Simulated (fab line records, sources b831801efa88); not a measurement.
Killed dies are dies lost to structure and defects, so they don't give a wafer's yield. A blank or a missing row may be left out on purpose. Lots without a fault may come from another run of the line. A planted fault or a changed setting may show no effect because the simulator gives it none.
Chamber matching | flow gf180mcu | GF_CONTACT_CMP_27 on cmp-01: 4 sister chambers
The step polishes, stops on SiO2, t overpolish 15 s, target thk 0 nm. 8 wafers are shown with their chamber, then 9 later ones without.

WAFERS WITH THEIR CHAMBER
wafer  | chamber | motor_current_A (A) | time_to_endpoint_s (s)
L565.3 | 1       | 11.1                | 82
L566.3 | 2       | 13.5                | 71
L579.2 | 0       | 14.5                | 67
L579.4 | 3       | 11.7                | 74
L579.5 | 3       | 11.8                | 73
L580.1 | 2       | 13.8                | 65
L580.2 | 0       | 14.7                | 63
L580.4 | 1       | 11.9                | 71

WAFERS WITHOUT THEIR CHAMBER
wafer  | motor_current_A (A) | time_to_endpoint_s (s)
L581.1 | 12.0                | 77
L581.4 | 15.0                | 67
L581.5 | 11.4                | 79
L582.2 | 13.9                | 67
L582.5 | 11.1                | 73
L582.6 | 14.9                | 67
L584.1 | 15.6                | 68
L584.2 | 12.0                | 84
L584.3 | 13.2                | 70

WHICH CHAMBER EACH WENT THROUGH
wafer  | from the rows above     | in truth
L581.1 | can't be placed: 3 or 1 | 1
L581.4 | 0                       | 0
L581.5 | can't be placed: 1 or 3 | 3
L582.2 | can't be placed: 2 or 0 | 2
L582.5 | can't be placed: 1 or 3 | 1
L582.6 | 0                       | 0
L584.1 | 0                       | 0
L584.2 | can't be placed: 1 or 3 | 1
L584.3 | 2                       | 2
Placed correctly: 4 of 9. Can't be placed from these rows: 5 (the true chamber is among the candidates in 5). Placed wrongly: 0.
How it was worked out, from the rows above alone: a wafer's distance from a chamber is the root of the sum, over the readings, of the square of ((its reading less the chamber's mean) divided by the reading's scatter). The wafer belongs to the nearest chamber; if the next one is less than 2 further off, it can't be placed. A chamber's mean is the mean of its shown wafers. The scatter: the root of (the sum of the squares of (reading less its chamber's mean) over the shown wafers, divided by (wafers less chambers)).
